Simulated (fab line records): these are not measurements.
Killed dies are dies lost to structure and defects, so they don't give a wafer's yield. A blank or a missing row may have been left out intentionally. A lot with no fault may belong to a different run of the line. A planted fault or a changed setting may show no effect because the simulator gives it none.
Tool commonality check + flow gf180mcu + 36 wafers sampled across 12 lots

## WHAT PROMPTED THE OPENING
Of 12 lots, 3 have the reading M4_ALCU_RS flagged at GF_M4_RS_MEAS_05. No-fault wafers: 0.0695 ohm/sq, standard deviation 0.00097.
Rule: a lot gets a flag if all its wafers with a number sit over 4 standard deviations from that mean, or if no wafer of it has a number. The rest of the lots are taken to be sound.

| lot  | measured     | on            | M4_ALCU_RS (ohm/sq), wafer by wafer | flag    |
|------|--------------|---------------|-------------------------------------|---------|
| L769 | day 22 21:01 | film metro-03 | 0.0701 0.0696 0.0699                |         |
| L770 | day 23 04:04 | film metro-02 | 0.0678 0.0697 0.0689                |         |
| L772 | day 23 18:28 | film metro-04 | 0.0693 0.0696 0.0693                |         |
| L773 | day 23 20:56 | film metro-03 | 0.0694 0.0695 0.0695                |         |
| L776 | day 25 01:04 | film metro-03 | 0.0708 0.0704 0.0701                |         |
| L777 | day 25 07:31 | film metro-02 | 0.0715 0.0703 0.0708                |         |
| L779 | day 25 22:44 | film metro-02 | 0.0690 0.0684 0.0697                |         |
| L780 | day 26 04:30 | film metro-02 | 0.0699 0.0700 0.0688                |         |
| L784 | day 27 13:44 | film metro-02 | 0.0885 0.0875 0.0883                | FLAGGED |
| L786 | day 28 01:11 | film metro-03 | 0.0852 0.0851 0.0858                | FLAGGED |
| L788 | day 28 17:34 | film metro-03 | 0.0856 0.0877 0.0879                | FLAGGED |
| L791 | day 29 13:58 | film metro-02 | 0.0681 0.0690 0.0684                |         |
The numbers of the flagged lots are 0.0868 ohm/sq on average: +0.0173 ohm/sq against the usual, or +18 standard deviations.

## WHICH TOOL EACH LOT WENT THROUGH
Before the reading, the record contains 3 process steps out of a 602-step route. Cell contents, in order: the tool; ch with the chambers the sampled wafers went through; the start.
| lot  | flag    | GF_V3_CVD_23                  | GF_M4_SPUTTER_01             | GF_M4_SPUTTER_02             |
|------|---------|-------------------------------|------------------------------|------------------------------|
| L769 |         | cvd w-02 ch 0, day 22 20:13   | pvd sputter-02, day 22 20:54 | pvd sputter-02, day 22 20:56 |
| L770 |         | cvd w-02 ch 0,1, day 23 03:15 | pvd sputter-03, day 23 03:56 | pvd sputter-03, day 23 03:58 |
| L772 |         | cvd w-02 ch 0,1, day 23 17:38 | pvd sputter-03, day 23 18:20 | pvd sputter-03, day 23 18:22 |
| L773 |         | cvd w-01 ch 0, day 23 20:02   | pvd sputter-04, day 23 20:47 | pvd sputter-04, day 23 20:49 |
| L776 |         | cvd w-02 ch 0,1, day 24 23:50 | pvd sputter-04, day 25 00:56 | pvd sputter-04, day 25 00:58 |
| L777 |         | cvd w-01 ch 0,1, day 25 06:42 | pvd sputter-02, day 25 07:23 | pvd sputter-02, day 25 07:25 |
| L779 |         | cvd w-02 ch 0,1, day 25 21:55 | pvd sputter-04, day 25 22:37 | pvd sputter-04, day 25 22:38 |
| L780 |         | cvd w-02 ch 0,1, day 26 03:40 | pvd sputter-03, day 26 04:22 | pvd sputter-03, day 26 04:23 |
| L784 | FLAGGED | cvd w-02 ch 0,1, day 27 12:33 | pvd sputter-03, day 27 13:34 | pvd sputter-03, day 27 13:35 |
| L786 | FLAGGED | cvd w-01 ch 0,1, day 28 00:22 | pvd sputter-03, day 28 01:04 | pvd sputter-03, day 28 01:05 |
| L788 | FLAGGED | cvd w-02 ch 0,1, day 28 16:45 | pvd sputter-03, day 28 17:24 | pvd sputter-03, day 28 17:26 |
| L791 |         | cvd w-01 ch 0,1, day 29 13:05 | pvd sputter-04, day 29 13:49 | pvd sputter-04, day 29 13:51 |
These steps, and what they do:
- GF_V3_CVD_23: deposits W, target thk 350 nm, time 104.9 s.
- GF_M4_SPUTTER_01: material TiN, target thk 30 nm, time 25 s.
- GF_M4_SPUTTER_02: material AlCu, target thk 450 nm, time 23.9 s.
- GF_M4_RS_MEAS_05: measures by four-point-probe.

## FLAGGED AGAINST TOTAL, ONE TOOL AT A TIME (gauges that did the reading follow at the end)
| step             | tool           | lots run | flagged | share of the flagged lots | sound lots run after its first flagged lot |
|------------------|----------------|----------|---------|---------------------------|--------------------------------------------|
| GF_V3_CVD_23     | cvd w-01       | 4        | 1       | some                      | 1 (L791)                                   |
| GF_V3_CVD_23     | cvd w-02       | 8        | 2       | some                      | 0                                          |
| GF_M4_SPUTTER_01 | pvd sputter-02 | 2        | 0       | none                      | -                                          |
| GF_M4_SPUTTER_01 | pvd sputter-03 | 6        | 3       | all                       | 0                                          |
| GF_M4_SPUTTER_01 | pvd sputter-04 | 4        | 0       | none                      | -                                          |
| GF_M4_SPUTTER_02 | pvd sputter-02 | 2        | 0       | none                      | -                                          |
| GF_M4_SPUTTER_02 | pvd sputter-03 | 6        | 3       | all                       | 0                                          |
| GF_M4_SPUTTER_02 | pvd sputter-04 | 4        | 0       | none                      | -                                          |
| GF_M4_RS_MEAS_05 | film metro-02  | 6        | 1       | some                      | 1 (L791)                                   |
| GF_M4_RS_MEAS_05 | film metro-03  | 5        | 2       | some                      | 0                                          |
| GF_M4_RS_MEAS_05 | film metro-04  | 1        | 0       | none                      | -                                          |

## THE TABLE: WHAT IT ALLOWS
Every flagged lot went through 2 rows of the table: pvd sputter-03 at GF_M4_SPUTTER_01 and pvd sputter-03 at GF_M4_SPUTTER_02.
- pvd sputter-03 at GF_M4_SPUTTER_01 ran 6 lots, 3 of them flagged. A fault beginning between L780 (day 26 04:22), its last sound lot, and L784 (day 27 13:34), its first flagged one, fits the data.
- pvd sputter-03 at GF_M4_SPUTTER_02 ran 6 lots, 3 of them flagged. A fault beginning between L780 (day 26 04:23), its last sound lot, and L784 (day 27 13:35), its first flagged one, fits the data.
What remains is a single tool, pvd sputter-03 at GF_M4_SPUTTER_01 and GF_M4_SPUTTER_02.

## WHAT THE SIMULATOR HAD PUT IN
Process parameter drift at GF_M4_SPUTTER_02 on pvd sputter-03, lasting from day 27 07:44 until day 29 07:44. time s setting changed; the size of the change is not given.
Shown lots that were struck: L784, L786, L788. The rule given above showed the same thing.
